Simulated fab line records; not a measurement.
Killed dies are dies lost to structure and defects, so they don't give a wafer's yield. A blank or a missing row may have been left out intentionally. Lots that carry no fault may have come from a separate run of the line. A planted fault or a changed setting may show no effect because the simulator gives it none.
fab line records	flow sky130
record: lots: 12	wafers: 36	last_day: 50
route steps=708 shown VIA3@588 VIA4@656 METAL5@675 PASSIVATION@683 PAD_OPEN@708
lots that met no fault: from a run of the same line without faults
start_h: start of the lot's first displayed wafer, in hours after the record's first day	wait_h: how many hours have passed since the lot's step before this one	" same as the row above	L1.1+2: several wafers, shown together as one row	- value missing, or start not given	* or withheld: withheld	< > ~ a bound
route shown NAME@n: NAME is a module with steps in the file, n the number in the route of the first one	usual: mean/standard deviation taken from wafers without a fault	same: alike in all rows	chamber/n: place in a boat	sites: per-site readings	_std_site: standard deviation of those values	_edge_site: inner sites' mean taken away from outer sites' mean	radius_mm: how far each site lies from the wafer's centre	mask NAME#n: copy n	behind: the last tool/chamber to shape the wafer	hold: reason for holding the lot/hours on hold/outcome of the hold	device: the n, p or np transistor that did not switch	end of line: the route-end tests of the same wafers	a step with no rows: only its recipe	killed: count of dies lost to structure and defects at first sort (not the wafer's yield)	map: shows each die of a wafer: x if killed, . if not, _ if none is there
set.NAME: the setting as run; set.NAME@STEP: as run at that earlier step	model.NAME: the simulator's own value behind a step, which no gauge read
one table for each step of the route and one row for each wafer, over a sample of lots
services: from which hour (start_h, from the record's first day; less than 0 if before it) a tool's chamber was out of use, for how many hours, and why
== steps ==
step: SKY_VIA3_ETCH_15
recipe: target: SiO2	chemistry: C4F8/O2/Ar	target_depth_nm: 507	stop_on: TiN	mask_material: KrF-thick	source_w: 1500	bias_w: 1200	pressure_mtorr: 40	c4f8_flow_sccm: withheld	O2_flow_sccm: 6	Ar_flow_sccm: 300	time_s: 78
usual: oes_product_au: 0.946/0.0048
lot.wafer	tool	chamber	start_h	wait_h	oes_product_au	rf_hours_counter_h
L416.2	rie_diel-02	0	925.73	0.0	0.949	13
L416.3	"	3	"	"	0.946	18
L416.6	"	3	"	"	0.932	-
L417.1	rie_diel-04	2	928.69	0.0	0.943	19
L417.3	"	0	"	"	0.948	21
L417.4	"	1	"	"	0.941	12
L418.1	rie_diel-03	3	929.61	0.0	0.947	2
L418.2	"	2	"	"	0.940	17
L418.5	"	1	"	"	0.946	-
L424.1	rie_diel-03	0	1019.59	0.0	0.952	7
L424.2	"	2	"	"	0.947	21
L424.5	"	0	"	"	0.940	-
L423.1	rie_diel-03	0	1023.61	0.0	0.949	7
L423.2	"	1	"	"	0.955	20
L423.4	"	3	"	"	0.943	6
L428.1	rie_diel-02	0	1027.16	0.0	0.945	17
L428.2	"	1	"	"	0.954	17
L428.3	"	2	"	"	0.943	21
L430.1	rie_diel-04	1	1027.44	0.0	0.946	14
L430.2	"	0	"	"	0.951	24
L430.4	"	3	"	"	0.945	-
L432.2	rie_diel-02	2	1038.46	0.0	0.949	22
L432.4	"	0	"	"	0.952	17
L432.6	"	1	"	"	0.942	-
L434.2	rie_diel-02	1	1040.99	0.0	0.948	18
L434.4	"	0	"	"	0.943	17
L434.5	"	0	"	"	0.945	-
L436.2	rie_diel-04	1	1054.01	0.0	0.953	15
L436.4	"	3	"	"	0.941	23
L436.5	"	2	"	"	0.942	-
L438.1	rie_diel-02	2	1091.11	0.0	0.951	23
L438.3	"	0	"	"	0.945	19
L438.5	"	3	"	"	0.941	-
L439.1	rie_diel-02	2	1092.06	0.0	0.944	23
L439.3	"	1	"	"	0.946	19
L439.4	"	0	"	"	0.947	19
step: SKY_VIA4_SPUTTER_17
recipe: material: TiN	target_thk_nm: 20	chamber_pressure_pa: 5	power_w: 4000	time_s: 80
usual: throttle_valve_pct: 30.0/1.1
lot.wafer	tool	chamber	start_h	wait_h	throttle_valve_pct
L416.2	pvd_sputter-01	-	1000.77	0.0	30.0
L416.3	"	-	"	"	29.4
L416.6	"	-	"	"	29.8
L417.1	pvd_sputter-03	-	1005.26	0.0	32.0
L417.3	"	-	"	"	29.3
L417.4	"	-	"	"	30.4
L418.1	pvd_sputter-03	-	1006.07	0.0	30.5
L418.2	"	-	"	"	31.0
L418.5	"	-	"	"	31.9
L424.1	pvd_sputter-01	-	1087.67	0.0	31.7
L424.2	"	-	"	"	29.8
L424.5	"	-	"	"	29.8
L423.1	pvd_sputter-03	-	1092.56	0.0	30.6
L423.2	"	-	"	"	32.2
L423.4	"	-	"	"	29.4
L428.1	pvd_sputter-02	-	1095.14	0.0	28.9
L428.2	"	-	"	"	28.4
L428.3	"	-	"	"	29.3
L430.1	pvd_sputter-01	-	1095.41	0.0	29.5
L430.2	"	-	"	"	32.0
L430.4	"	-	"	"	29.7
L432.2	pvd_sputter-03	-	1105.96	0.0	31.8
L432.4	"	-	"	"	30.6
L432.6	"	-	"	"	31.0
L434.2	pvd_sputter-03	-	1107.76	0.0	31.8
L434.4	"	-	"	"	30.8
L434.5	"	-	"	"	29.4
L436.2	pvd_sputter-01	-	1121.26	0.0	29.7
L436.4	"	-	"	"	30.1
L436.5	"	-	"	"	29.7
L438.1	pvd_sputter-02	-	1153.32	0.0	28.2
L438.3	"	-	"	"	29.3
L438.5	"	-	"	"	28.9
L439.1	pvd_sputter-02	-	1154.43	0.0	29.5
L439.3	"	-	"	"	29.6
L439.4	"	-	"	"	28.5
step: SKY_METAL5_DESCUM_14
recipe: chemistry: O2	source_power_w: 150	bias_power_w: 0	pressure_mtorr: 10	temp_c: 40	time_s: 11
usual: drypump_motor_current_A: 5.9/0.82	oes_product_au: 0.992/0.0097	temp_c: 40.00/0.12
lot.wafer	tool	chamber	start_h	wait_h	drypump_motor_current_A	oes_product_au	rf_hours_counter_h	temp_c
L416.2	rie_metal-01	0	1025.61	0.1	6.8	0.998	12	39.79
L416.3	"	1	"	"	4.8	0.994	-	39.99
L416.6	"	1	"	"	4.8	0.979	-	39.92
L417.1	rie_metal-01	1	1029.99	0.1	4.8	0.986	18	39.93
L417.3	"	1	"	"	4.8	0.988	-	40.08
L417.4	"	0	"	"	6.8	1.002	-	39.91
L418.1	rie_metal-04	0	1030.29	0.1	5.9	0.973	12	40.22
L418.2	"	1	"	"	4.8	1.008	3	40.09
L418.5	"	0	"	"	6.0	0.977	-	40.08
L424.1	rie_metal-02	0	1107.76	0.1	5.5	1.004	2	40.06
L424.2	"	1	"	"	6.5	0.999	6	40.03
L424.5	"	0	"	"	5.5	0.992	-	40.03
L423.1	rie_metal-01	0	1112.51	0.1	6.7	0.998	18	39.98
L423.2	"	0	"	"	6.8	0.998	-	40.07
L423.4	"	0	"	"	6.7	0.991	-	39.94
L428.1	rie_metal-02	0	1115.71	0.1	5.5	0.994	3	40.10
L428.2	"	1	"	"	6.5	0.998	8	40.00
L428.3	"	1	"	"	6.5	0.987	-	40.09
L430.1	rie_metal-04	0	1116.06	0.1	5.9	0.990	18	39.90
L430.2	"	1	"	"	4.8	1.014	9	40.20
L430.4	"	1	"	"	4.8	1.011	-	40.11
L432.2	rie_metal-04	1	1126.46	0.1	4.8	1.007	10	40.15
L432.4	"	0	"	"	5.9	0.990	-	40.06
L432.6	"	1	"	"	4.8	1.010	-	40.07
L434.2	rie_metal-04	0	1127.91	0.1	6.0	0.988	19	39.96
L434.4	"	0	"	"	5.9	0.981	-	39.94
L434.5	"	1	"	"	4.8	1.012	-	40.00
L436.2	rie_metal-01	1	1142.29	0.1	4.7	0.988	25	39.99
L436.4	"	0	"	"	6.8	0.979	-	39.87
L436.5	"	0	"	"	6.8	0.985	-	40.02
L438.1	rie_metal-01	0	1171.61	0.1	6.8	0.992	24	39.93
L438.3	"	1	"	"	4.8	0.986	-	39.99
L438.5	"	0	"	"	6.8	0.988	-	40.04
L439.1	rie_metal-01	1	1172.71	0.1	4.7	0.985	28	40.16
L439.3	"	1	"	"	4.8	0.971	-	40.06
L439.4	"	0	"	"	6.8	0.991	-	39.89
step: SKY_PASSIVATION_CVD_02
recipe: material: Si3N4	target_thk_nm: 540	temp_c: 400	time_s: withheld	rf_w: 450
usual: heater_power_w: 685/94
lot.wafer	tool	chamber	start_h	wait_h	heater_power_w
L416.2	pecvd-04	2	1026.55	0.0	615
L416.3	"	0	"	"	731
L416.6	"	2	"	"	645
L417.1	pecvd-01	1	1031.02	0.1	838
L417.3	"	2	"	"	648
L417.4	"	2	"	"	660
L418.1	pecvd-04	1	1031.24	0.1	561
L418.2	"	2	"	"	640
L418.5	"	2	"	"	651
L424.1	pecvd-03	1	1108.71	0.1	701
L424.2	"	2	"	"	925
L424.5	"	1	"	"	569
L423.1	pecvd-04	0	1113.72	0.1	651
L423.2	"	1	"	"	545
L423.4	"	2	"	"	670
L428.1	pecvd-03	2	1116.67	0.1	827
L428.2	"	0	"	"	685
L428.3	"	1	"	"	693
L430.1	pecvd-04	2	1117.05	0.1	617
L430.2	"	1	"	"	579
L430.4	"	1	"	"	586
L432.2	pecvd-01	2	1127.50	0.0	722
L432.4	"	1	"	"	792
L432.6	"	0	"	"	771
L434.2	pecvd-04	1	1129.51	0.0	566
L434.4	"	2	"	"	666
L434.5	"	1	"	"	597
L436.2	pecvd-04	0	1143.23	0.0	656
L436.4	"	2	"	"	693
L436.5	"	1	"	"	466
L438.1	pecvd-01	1	1172.55	0.1	777
L438.3	"	2	"	"	626
L438.5	"	1	"	"	804
L439.1	pecvd-03	2	1173.65	0.1	763
L439.3	"	0	"	"	776
L439.4	"	1	"	"	648
step: SKY_PAD_OPEN_PROBE_99
usual: defect_limited_yield: 82.5/2	killed_at_M0_to_M3: 43/7.3	killed_at_M4_up: 3.5/2.2	killed_at_contacts: 24/5.3	killed_at_front_end: 15/4.2	killed_at_other: 0.3/0.67	killed_dies: 86/9.8	killed_open: 47/7.2	killed_short: 39/6.5	sort_bin_3_pad_short: 0.9/0.42	sort_bin_5_function: 10.4/1.5	sort_bin_6_memory: 6.3/1.2	sort_bin_8_speed: 0.00/0.038	sort_n_pass: 406/9.9	sort_yield_pct: 82.5/2
same: gross_dies: 492	killed_at_back_side: 0	sort_bin_4_leakage[%]: 0
lot.wafer	tool	chamber	start_h	wait_h	defect_limited_yield[%]	killed_at_M0_to_M3	killed_at_M4_up	killed_at_contacts	killed_at_front_end	killed_at_other	killed_dies	killed_open	killed_short	sort_bin_3_pad_short[%]	sort_bin_5_function[%]	sort_bin_6_memory[%]	sort_bin_8_speed[%]	sort_n_pass	sort_yield_pct[%]
L416.2	prober-01	-	1072.65	0.1	82.1	36	4	31	17	0	88	45	43	1.2	12.2	4.5	0	404	82.1
L416.3	prober-01	-	1072.70	0.2	79.7	45	2	36	17	0	100	60	40	0.6	10.6	9.1	0	392	79.7
L416.6	prober-01	-	1072.85	0.2	79.1	46	4	36	16	1	103	56	47	1.0	11.6	8.3	0.41	387	78.7
L417.1	prober-02	-	1077.02	0.1	80.9	43	7	31	13	0	94	48	42	1.0	11.8	6.3	0	398	80.9
L417.3	prober-02	-	1077.12	0.2	83.1	42	5	16	20	0	83	45	38	1.0	9.8	6.1	0	409	83.1
L417.4	prober-02	-	1077.17	0.2	85.6	31	4	21	14	1	71	32	39	0.6	8.5	5.3	0	421	85.6
L418.1	prober-01	-	1077.17	0.1	82.5	44	4	17	19	2	86	45	39	1.0	11.0	5.5	0	406	82.5
L418.2	prober-01	-	1077.22	0.1	82.9	47	6	17	14	0	84	36	48	0.8	10.6	5.7	0	408	82.9
L418.5	prober-01	-	1077.37	0.2	78.9	46	7	30	21	0	104	53	51	0.6	12.2	8.3	0	388	78.9
L424.1	prober-02	-	1150.50	0.1	73.2	88	2	24	17	1	132	54	36	2.8	17.9	6.1	0	360	73.2
L424.2	prober-02	-	1150.55	0.1	77.2	67	3	24	18	0	112	38	28	2.6	14.4	5.7	0	380	77.2
L424.5	prober-02	-	1150.70	0.2	72.2	94	3	26	14	0	137	45	38	3.0	15.9	8.9	0	355	72.2
L423.1	prober-01	-	1155.61	0.1	75.2	84	5	18	15	0	122	44	33	2.4	16.9	5.5	0	370	75.2
L423.2	prober-01	-	1155.66	0.1	74.2	94	3	19	11	0	127	43	38	2.0	15.7	8.1	0	365	74.2
L423.4	prober-01	-	1155.76	0.2	77.0	86	2	19	6	0	113	25	37	2.6	14.0	6.3	0	379	77.0
L428.1	prober-02	-	1160.11	0.1	83.5	31	1	27	20	2	81	41	40	1.4	8.9	6.1	0	411	83.5
L428.2	prober-02	-	1160.16	0.1	83.5	47	3	15	16	0	81	35	45	1.2	9.3	5.9	0	411	83.5
L428.3	prober-02	-	1160.21	0.2	82.9	42	2	20	19	1	84	53	31	0.6	11.2	5.3	0	408	82.9
L430.1	prober-02	-	1160.41	0.4	83.3	37	2	28	14	1	82	45	37	0.2	8.9	7.5	0	410	83.3
L430.2	prober-02	-	1160.46	0.4	86.2	30	1	25	12	0	68	39	29	1.0	7.3	5.5	0	424	86.2
L430.4	prober-02	-	1160.56	0.5	84.1	34	3	24	17	0	78	41	36	0.8	10.0	5.1	0	414	84.1
L432.2	prober-01	-	1168.45	0.1	80.7	48	4	31	12	0	95	56	37	0.8	13.0	5.5	0	397	80.7
L432.4	prober-01	-	1168.55	0.2	82.5	51	2	20	13	0	86	48	38	1.0	9.8	6.7	0	406	82.5
L432.6	prober-01	-	1168.65	0.2	80.7	54	5	23	13	0	95	50	44	0.6	12.2	6.5	0	397	80.7
L434.2	prober-01	-	1171.45	0.1	86.6	32	2	19	13	0	66	39	26	1.0	8.1	4.3	0	426	86.6
L434.4	prober-01	-	1171.55	0.2	83.5	46	0	24	11	0	81	47	34	0.2	8.3	7.9	0	411	83.5
L434.5	prober-01	-	1171.60	0.2	83.5	35	1	25	19	1	81	46	35	0.8	10.0	5.7	0	411	83.5
L436.2	prober-01	-	1181.31	0.1	78.3	54	4	32	17	0	107	61	46	0.4	13.6	7.7	0	385	78.3
L436.4	prober-01	-	1181.41	0.2	82.9	38	1	28	17	0	84	57	27	0.2	11.0	5.9	0	408	82.9
L436.5	prober-01	-	1181.46	0.2	83.9	43	3	23	10	0	79	41	38	0.6	8.9	6.5	0	413	83.9
L438.3	prober-02	-	1205.74	0.2	86.0	41	3	13	11	1	69	31	36	0.8	7.9	5.3	0	423	86.0
L438.5	prober-02	-	1205.84	0.2	84.1	39	1	17	21	0	78	44	33	0.4	9.6	5.9	0	414	84.1
L439.1	prober-01	-	1207.04	0.1	79.5	47	2	30	22	0	101	53	44	1.2	14.4	4.9	0	391	79.5
L439.3	prober-01	-	1207.14	0.2	81.9	45	0	26	18	0	89	39	50	0.6	9.3	8.1	0	403	81.9
L439.4	prober-01	-	1207.19	0.2	80.9	51	4	20	19	0	94	47	47	1.6	9.6	7.9	0	398	80.9
killed by level:class
L416.2 CONTACT:geometric_particle:open=8 LI_CONTACT:geometric_particle:open=7 METAL1:geometric_particle:short=7 VIA1:geometric_particle:open=7 VIA3:geometric_particle:open=7 FIELD_ISO:geometric_particle:short=6 LOCAL_INTERCONNECT:geometric_particle:short=6 CONTACT:geometric_particle:short=6
L416.3 LI_CONTACT:geometric_particle:open=17 VIA3:geometric_particle:open=10 CONTACT:geometric_particle:open=9 METAL2:geometric_particle:short=7 VIA1:geometric_particle:open=6 VIA1:geometric_particle:short=6 FIELD_ISO:geometric_particle:open=5 CONTACT:geometric_particle:short=5
L416.6 VIA1:geometric_particle:open=12 LI_CONTACT:geometric_particle:open=11 CONTACT:geometric_particle:open=10 CONTACT:geometric_particle:short=10 METAL2:geometric_particle:short=8 FIELD_ISO:geometric_particle:short=6 VIA3:geometric_particle:open=6 VIA1:geometric_particle:short=5
L417.1 VIA1:geometric_particle:open=13 LOCAL_INTERCONNECT:geometric_particle:short=7 METAL1:geometric_particle:short=7 CONTACT:geometric_particle:open=6 LI_CONTACT:geometric_particle:open=6 VIA2:geometric_particle:open=6 LI_CONTACT:geometric_particle:short=5 CONTACT:geometric_particle:short=4
L417.3 VIA2:geometric_particle:open=9 VIA1:geometric_particle:open=8 LI_CONTACT:geometric_particle:open=6 METAL2:geometric_particle:short=6 FIELD_ISO:geometric_particle:open=5 CONTACT:geometric_particle:open=5 METAL1:geometric_particle:short=5 METAL4:geometric_particle:short=5
L417.4 LI_CONTACT:geometric_particle:open=7 METAL1:geometric_particle:short=6 VIA3:geometric_particle:open=6 METAL2:geometric_particle:short=6 POLY_GATE:geometric_particle:short=5 LOCAL_INTERCONNECT:geometric_particle:short=5 VIA1:geometric_particle:open=5 POLY_GATE:geometric_particle:open=4
L418.1 VIA1:geometric_particle:open=9 METAL1:geometric_particle:short=7 POLY_GATE:geometric_particle:short=6 LI_CONTACT:geometric_particle:open=6 VIA2:geometric_particle:open=6 VIA2:geometric_particle:short=6 FIELD_ISO:geometric_particle:short=5 FIELD_ISO:geometric_particle:open=5
L418.2 METAL2:geometric_particle:short=8 LI_CONTACT:geometric_particle:open=6 METAL1:geometric_particle:short=6 VIA1:geometric_particle:short=6 VIA2:geometric_particle:open=6 VIA1:geometric_particle:open=5 METAL4:geometric_particle:short=4 LOCAL_INTERCONNECT:geometric_particle:short=4
L418.5 CONTACT:geometric_particle:open=10 VIA3:geometric_particle:open=10 VIA1:geometric_particle:open=8 LI_CONTACT:geometric_particle:open=7 FIELD_ISO:geometric_particle:short=6 METAL4:geometric_particle:short=6 POLY_GATE:geometric_particle:open=5 CONTACT:geometric_particle:short=5
L424.1 VIA3:unspecified=42 VIA1:geometric_particle:open=13 VIA3:geometric_particle:open=10 CONTACT:geometric_particle:open=8 FIELD_ISO:geometric_particle:open=6 FIELD_ISO:geometric_particle:short=6 CONTACT:geometric_particle:short=6 LI_CONTACT:geometric_particle:open=5
L424.2 VIA3:unspecified=46 CONTACT:geometric_particle:open=9 LI_CONTACT:geometric_particle:open=8 FIELD_ISO:geometric_particle:short=7 FIELD_ISO:geometric_particle:open=4 POLY_GATE:geometric_particle:open=4 LOCAL_INTERCONNECT:geometric_particle:short=3 METAL1:geometric_particle:short=3
L424.5 VIA3:unspecified=54 CONTACT:geometric_particle:open=11 VIA1:geometric_particle:open=11 LI_CONTACT:geometric_particle:open=7 FIELD_ISO:geometric_particle:short=6 VIA2:geometric_particle:open=6 METAL2:geometric_particle:short=5 VIA3:geometric_particle:open=5
L423.1 VIA3:unspecified=45 VIA1:geometric_particle:open=14 FIELD_ISO:geometric_particle:short=9 VIA2:geometric_particle:open=8 CONTACT:geometric_particle:open=5 LI_CONTACT:geometric_particle:open=5 METAL4:geometric_particle:short=5 METAL2:geometric_particle:short=4
L423.2 VIA3:unspecified=46 VIA1:geometric_particle:open=13 LOCAL_INTERCONNECT:geometric_particle:short=8 VIA2:geometric_particle:short=5 VIA2:geometric_particle:open=5 VIA3:geometric_particle:open=5 LI_CONTACT:geometric_particle:open=4 VIA1:geometric_particle:short=4
L423.4 VIA3:unspecified=51 METAL2:geometric_particle:short=9 CONTACT:geometric_particle:open=6 VIA1:geometric_particle:open=5 LOCAL_INTERCONNECT:geometric_particle:short=4 VIA1:geometric_particle:short=4 VIA2:geometric_particle:open=4 METAL3:geometric_particle:short=4
L428.1 CONTACT:geometric_particle:open=11 POLY_GATE:geometric_particle:open=7 VIA1:geometric_particle:open=7 FIELD_ISO:geometric_particle:short=5 CONTACT:geometric_particle:short=5 POLY_GATE:geometric_particle:short=4 VIA1:geometric_particle:short=4 METAL2:geometric_particle:short=4
L428.2 METAL2:geometric_particle:short=12 METAL1:geometric_particle:short=8 VIA1:geometric_particle:open=7 VIA3:geometric_particle:open=6 FIELD_ISO:geometric_particle:open=5 VIA3:geometric_particle:short=5 METAL1:geometric_particle:open=5 LI_CONTACT:geometric_particle:short=4
L428.3 LI_CONTACT:geometric_particle:open=9 VIA2:geometric_particle:open=9 FIELD_ISO:geometric_particle:open=8 VIA3:geometric_particle:open=6 CONTACT:geometric_particle:open=6 METAL1:geometric_particle:short=6 METAL2:geometric_particle:short=6 VIA1:geometric_particle:open=5
L430.1 VIA1:geometric_particle:open=11 CONTACT:geometric_particle:open=9 CONTACT:geometric_particle:short=8 METAL2:geometric_particle:short=7 FIELD_ISO:geometric_particle:open=5 POLY_GATE:geometric_particle:open=4 LOCAL_INTERCONNECT:geometric_particle:short=4 VIA2:geometric_particle:open=4
L430.2 CONTACT:geometric_particle:open=10 VIA1:geometric_particle:open=10 VIA2:geometric_particle:open=10 FIELD_ISO:geometric_particle:short=4 LI_CONTACT:geometric_particle:open=4 LI_CONTACT:geometric_particle:short=4 LOCAL_INTERCONNECT:geometric_particle:short=4 CONTACT:geometric_particle:short=3
L430.4 LI_CONTACT:geometric_particle:open=8 VIA3:geometric_particle:open=7 CONTACT:geometric_particle:open=7 FIELD_ISO:geometric_particle:open=6 VIA1:geometric_particle:open=6 CONTACT:geometric_particle:short=5 VIA2:geometric_particle:short=5 LOCAL_INTERCONNECT:geometric_particle:short=4
L432.2 VIA1:geometric_particle:open=14 VIA2:geometric_particle:open=11 CONTACT:geometric_particle:open=11 LI_CONTACT:geometric_particle:open=9 METAL1:geometric_particle:short=8 CONTACT:geometric_particle:short=7 VIA3:geometric_particle:open=4 VIA3:geometric_particle:short=4
L432.4 VIA1:geometric_particle:open=16 CONTACT:geometric_particle:open=9 VIA3:geometric_particle:open=8 VIA2:geometric_particle:open=8 VIA1:geometric_particle:short=5 POLY_GATE:geometric_particle:short=4 METAL1:geometric_particle:short=4 METAL2:geometric_particle:short=4
L432.6 VIA1:geometric_particle:open=12 CONTACT:geometric_particle:open=9 LI_CONTACT:geometric_particle:open=7 METAL1:geometric_particle:short=7 VIA3:geometric_particle:open=7 METAL2:geometric_particle:short=6 VIA1:geometric_particle:short=6 VIA2:geometric_particle:open=6
L434.2 VIA1:geometric_particle:open=10 VIA3:geometric_particle:open=7 CONTACT:geometric_particle:short=6 VIA2:geometric_particle:open=6 FIELD_ISO:geometric_particle:open=4 LI_CONTACT:geometric_particle:open=4 LI_CONTACT:geometric_particle:short=3 LOCAL_INTERCONNECT:geometric_particle:short=3
L434.4 VIA1:geometric_particle:open=10 CONTACT:geometric_particle:open=8 VIA1:geometric_particle:short=7 LI_CONTACT:geometric_particle:open=7 VIA2:geometric_particle:open=6 FIELD_ISO:geometric_particle:open=5 VIA3:geometric_particle:open=5 LOCAL_INTERCONNECT:geometric_particle:short=4
L434.5 CONTACT:geometric_particle:open=11 VIA3:geometric_particle:open=8 METAL2:geometric_particle:short=7 FIELD_ISO:geometric_particle:open=6 CONTACT:geometric_particle:short=6 POLY_GATE:geometric_particle:short=5 LI_CONTACT:geometric_particle:open=5 VIA1:geometric_particle:open=5
L436.2 VIA1:geometric_particle:open=11 CONTACT:geometric_particle:open=10 VIA2:geometric_particle:open=10 FIELD_ISO:geometric_particle:open=8 LI_CONTACT:geometric_particle:open=8 METAL2:geometric_particle:short=8 METAL3:geometric_particle:short=6 VIA3:geometric_particle:open=6
L436.4 CONTACT:geometric_particle:open=13 VIA1:geometric_particle:open=11 LI_CONTACT:geometric_particle:open=8 VIA3:geometric_particle:open=6 FIELD_ISO:geometric_particle:short=4 FIELD_ISO:geometric_particle:open=4 METAL2:geometric_particle:short=4 VIA2:geometric_particle:open=4
L436.5 VIA1:geometric_particle:open=9 VIA1:geometric_particle:short=7 LI_CONTACT:geometric_particle:open=7 CONTACT:geometric_particle:short=7 CONTACT:geometric_particle:open=6 METAL2:geometric_particle:short=5 VIA2:geometric_particle:open=5 VIA3:geometric_particle:short=4
L438.3 VIA1:geometric_particle:open=7 VIA1:geometric_particle:short=6 CONTACT:geometric_particle:open=5 METAL1:geometric_particle:short=5 VIA2:geometric_particle:short=5 METAL2:geometric_particle:short=4 VIA2:geometric_particle:open=4 VIA3:geometric_particle:open=4
L438.5 VIA2:geometric_particle:open=8 VIA1:geometric_particle:open=8 LI_CONTACT:geometric_particle:open=7 POLY_GATE:geometric_particle:short=6 FIELD_ISO:geometric_particle:open=5 METAL2:geometric_particle:short=5 VIA3:geometric_particle:open=4 CONTACT:geometric_particle:open=4
L439.1 CONTACT:geometric_particle:open=14 VIA1:geometric_particle:open=12 LI_CONTACT:geometric_particle:open=7 VIA3:geometric_particle:open=7 METAL1:geometric_particle:short=6 FIELD_ISO:geometric_particle:short=5 VIA1:geometric_particle:short=5 METAL2:geometric_particle:short=5
L439.3 CONTACT:geometric_particle:open=11 VIA1:geometric_particle:open=11 FIELD_ISO:geometric_particle:short=9 METAL2:geometric_particle:short=9 METAL1:geometric_particle:short=7 VIA2:geometric_particle:short=6 VIA2:geometric_particle:open=5 LI_CONTACT:geometric_particle:short=4
L439.4 VIA1:geometric_particle:open=10 VIA2:geometric_particle:open=10 FIELD_ISO:geometric_particle:short=8 CONTACT:geometric_particle:open=7 LI_CONTACT:geometric_particle:open=7 VIA3:geometric_particle:open=6 POLY_GATE:geometric_particle:short=6 METAL2:geometric_particle:short=5
== services ==
tool	chamber	start_h	hours	kind
pvd_sputter-01	-	909.74	6.6	repair
rie_metal-01	-	909.82	2.8	pm
rie_diel-03	-	931.74	0.6	repair
rie_diel-04	-	941.30	7.8	repair
pvd_sputter-02	-	949.24	4.4	repair
rie_diel-04	0	953.61	4.9	repair
pvd_sputter-01	-	957.11	1.5	repair
pecvd-03	-	967.27	2.8	pm
rie_metal-01	-	968.94	0.5	repair
pecvd-01	-	984.94	5.5	pm
rie_metal-01	-	995.88	0.6	repair
rie_diel-02	-	1006.25	0.7	repair
rie_diel-02	1	1009.74	9.6	repair
pecvd-04	2	1032.17	4.3	repair
rie_diel-02	-	1039.16	0.1	repair
pecvd-04	-	1042.93	0.6	repair
pvd_sputter-03	-	1061.07	1.1	repair
pvd_sputter-01	-	1062.42	2.5	repair
rie_diel-02	-	1070.42	2.8	pm
rie_metal-01	1	1104.24	10.0	repair
pvd_sputter-03	-	1114.49	2.8	repair
rie_metal-04	1	1130.16	12.6	repair
pvd_sputter-01	-	1142.06	2.1	repair
rie_diel-02	1	1149.57	17.8	repair
== key ==
first_sign: step: SKY_PAD_OPEN_PROBE_99	reading: killed_at_M0_to_M3	direction: up	sigmas: 5.9	usual: 43	struck: 86
effect: step: SKY_PAD_OPEN_PROBE_99	reading: sort_bin_3_pad_short	direction: up	sigmas: 4.2	usual: 0.9	struck: 2.6
met_at SKY_VIA3_ETCH_15
struck_lots L423,L424
not_acting_at SKY_VIA4_SPUTTER_17,SKY_METAL5_DESCUM_14,SKY_PASSIVATION_CVD_02
onset_between 929.61 1019.59
fault: kind: chamber_particle_source	tool: rie_diel-03	chamber: -	onset_h: 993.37	steps: SKY_VIA3_ETCH_15	rate_per_visit_cm2: 0.65517	end_h: 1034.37
